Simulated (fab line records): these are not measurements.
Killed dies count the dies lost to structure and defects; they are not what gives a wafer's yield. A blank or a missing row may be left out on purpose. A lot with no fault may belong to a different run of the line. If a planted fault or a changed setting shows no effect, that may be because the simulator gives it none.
Which tool did it? || flow sky130 || 32 wafers from 11 lots sampled at 4 of the route's 708 steps

## WHAT THE GAUGES READ, wafer by wafer
SKY_LI_CONTACT_THK_MEAS_01.
{"lot": "L520", "measured": "day 28 22:56", "on": "film metro-02", "LI_CONTACT_HDPCVD_THK (nm)": "918 925 917"}
{"lot": "L521", "measured": "day 29 10:17", "on": "film metro-02", "LI_CONTACT_HDPCVD_THK (nm)": "925 920 916"}
{"lot": "L523", "measured": "day 29 19:06", "on": "film metro-02", "LI_CONTACT_HDPCVD_THK (nm)": "922 933 927"}
{"lot": "L526", "measured": "day 30 14:31", "on": "film metro-03", "LI_CONTACT_HDPCVD_THK (nm)": "938 941 931"}
{"lot": "L527", "measured": "day 31 03:53", "on": "film metro-03", "LI_CONTACT_HDPCVD_THK (nm)": "929 1518 929"}
{"lot": "L530", "measured": "day 32 07:18", "on": "film metro-01", "LI_CONTACT_HDPCVD_THK (nm)": "1515 1516"}
{"lot": "L538", "measured": "day 34 12:16", "on": "film metro-02", "LI_CONTACT_HDPCVD_THK (nm)": "935 927 917"}
{"lot": "L539", "measured": "day 35 00:41", "on": "film metro-01", "LI_CONTACT_HDPCVD_THK (nm)": "932 936 935"}
{"lot": "L540", "measured": "day 35 03:16", "on": "film metro-01", "LI_CONTACT_HDPCVD_THK (nm)": "913 920 924"}
{"lot": "L541", "measured": "day 35 11:56", "on": "film metro-02", "LI_CONTACT_HDPCVD_THK (nm)": "930 934 926"}
{"lot": "L543", "measured": "day 36 04:17", "on": "film metro-03", "LI_CONTACT_HDPCVD_THK (nm)": "930 926 925"}

## TOOL THAT RAN EACH LOT (tool first, then ch and the chambers of the sampled wafers, then the start)
{"lot": "L520", "SKY_LDD_HVN_STRIP_09": "plasma asher-04 ch 0,1, day 21 04:44", "SKY_LDD_LDN_STRIP_12": "plasma asher-02 ch 0,1, day 23 19:14", "SKY_LI_CONTACT_HDPCVD_00": "hdpcvd-02 ch 0,1,2, day 28 22:49"}
{"lot": "L521", "SKY_LDD_HVN_STRIP_09": "plasma asher-01 ch 0,1, day 21 19:14", "SKY_LDD_LDN_STRIP_12": "plasma asher-02 ch 0,1, day 24 08:59", "SKY_LI_CONTACT_HDPCVD_00": "hdpcvd-02 ch 1,2, day 29 10:08"}
{"lot": "L523", "SKY_LDD_HVN_STRIP_09": "plasma asher-02 ch 0,1, day 22 02:20", "SKY_LDD_LDN_STRIP_12": "plasma asher-03 ch 0,1, day 24 16:50", "SKY_LI_CONTACT_HDPCVD_00": "hdpcvd-01 ch 0,1,2, day 29 18:59"}
{"lot": "L526", "SKY_LDD_HVN_STRIP_09": "plasma asher-01 ch 0,1, day 22 23:56", "SKY_LDD_LDN_STRIP_12": "plasma asher-02 ch 0,1, day 25 13:27", "SKY_LI_CONTACT_HDPCVD_00": "hdpcvd-02 ch 1,2, day 30 14:25"}
{"lot": "L527", "SKY_LDD_HVN_STRIP_09": "plasma asher-02 ch 0,1, day 23 15:24", "SKY_LDD_LDN_STRIP_12": "plasma asher-02 ch 0,1, day 26 05:09", "SKY_LI_CONTACT_HDPCVD_00": "hdpcvd-02 ch 0,1,2, day 31 03:47"}
{"lot": "L530", "SKY_LDD_HVN_STRIP_09": "plasma asher-01 ch 0,1, day 24 20:47", "SKY_LDD_LDN_STRIP_12": "plasma asher-01 ch 0, day 27 08:27", "SKY_LI_CONTACT_HDPCVD_00": "hdpcvd-02 ch 0,2, day 32 07:11"}
{"lot": "L538", "SKY_LDD_HVN_STRIP_09": "plasma asher-02 ch 0,1, day 27 04:41", "SKY_LDD_LDN_STRIP_12": "plasma asher-01 ch 0,1, day 29 15:42", "SKY_LI_CONTACT_HDPCVD_00": "hdpcvd-01 ch 0,1,2, day 34 12:10"}
{"lot": "L539", "SKY_LDD_HVN_STRIP_09": "plasma asher-04 ch 0,1, day 27 14:02", "SKY_LDD_LDN_STRIP_12": "plasma asher-03 ch 0,1, day 30 00:45", "SKY_LI_CONTACT_HDPCVD_00": "hdpcvd-02 ch 0,1,2, day 35 00:35"}
{"lot": "L540", "SKY_LDD_HVN_STRIP_09": "plasma asher-02 ch 0,1, day 27 23:53", "SKY_LDD_LDN_STRIP_12": "plasma asher-02 ch 0,1, day 30 10:14", "SKY_LI_CONTACT_HDPCVD_00": "hdpcvd-02 ch 0,1,2, day 35 03:09"}
{"lot": "L541", "SKY_LDD_HVN_STRIP_09": "plasma asher-01 ch 0,1, day 28 08:11", "SKY_LDD_LDN_STRIP_12": "plasma asher-01 ch 0,1, day 30 18:21", "SKY_LI_CONTACT_HDPCVD_00": "hdpcvd-01 ch 0,1,2, day 35 11:50"}
{"lot": "L543", "SKY_LDD_HVN_STRIP_09": "plasma asher-04 ch 0,1, day 28 22:33", "SKY_LDD_LDN_STRIP_12": "plasma asher-02 ch 0, day 31 08:26", "SKY_LI_CONTACT_HDPCVD_00": "hdpcvd-02 ch 0,1, day 36 04:11"}
- SKY_LDD_HVN_STRIP_09: strips in O2/N2.
- SKY_LDD_LDN_STRIP_12: strips in O2/N2.
- SKY_LI_CONTACT_HDPCVD_00: deposits PSG, target thk 930 nm, time 155 s.

## THE ANSWER, worked out from the rows above alone
Rule: the usual values come from the lots themselves. The widest of any qualifying gaps counts: lots, ordered by their means at a reading, are off when they make up no more than a third of the lots, leave a main group of 4 or more, and stand apart from it by 3 or more times the standard deviation of that group's means. Not used: any main group whose means are identical at the precision the tables above print for the reading. Also off: a lot with no number at a reading for which 4 or more lots have one. Any other lot the step has rows for is counted as sound.
Off: L527, L530, seen at SKY_LI_CONTACT_THK_MEAS_01 (LI_CONTACT_HDPCVD_THK). The main group has a mean of 927 nm with a standard deviation of 5.9.
If a tool, at a process step before that reading, ran all the lots that are off and no sound lot after the first of them, it fits. The gauges at SKY_LI_CONTACT_THK_MEAS_01 are tried like those tools. Not one of the candidates tried fits.

## WHAT WAS PUT IN BY THE SIMULATOR
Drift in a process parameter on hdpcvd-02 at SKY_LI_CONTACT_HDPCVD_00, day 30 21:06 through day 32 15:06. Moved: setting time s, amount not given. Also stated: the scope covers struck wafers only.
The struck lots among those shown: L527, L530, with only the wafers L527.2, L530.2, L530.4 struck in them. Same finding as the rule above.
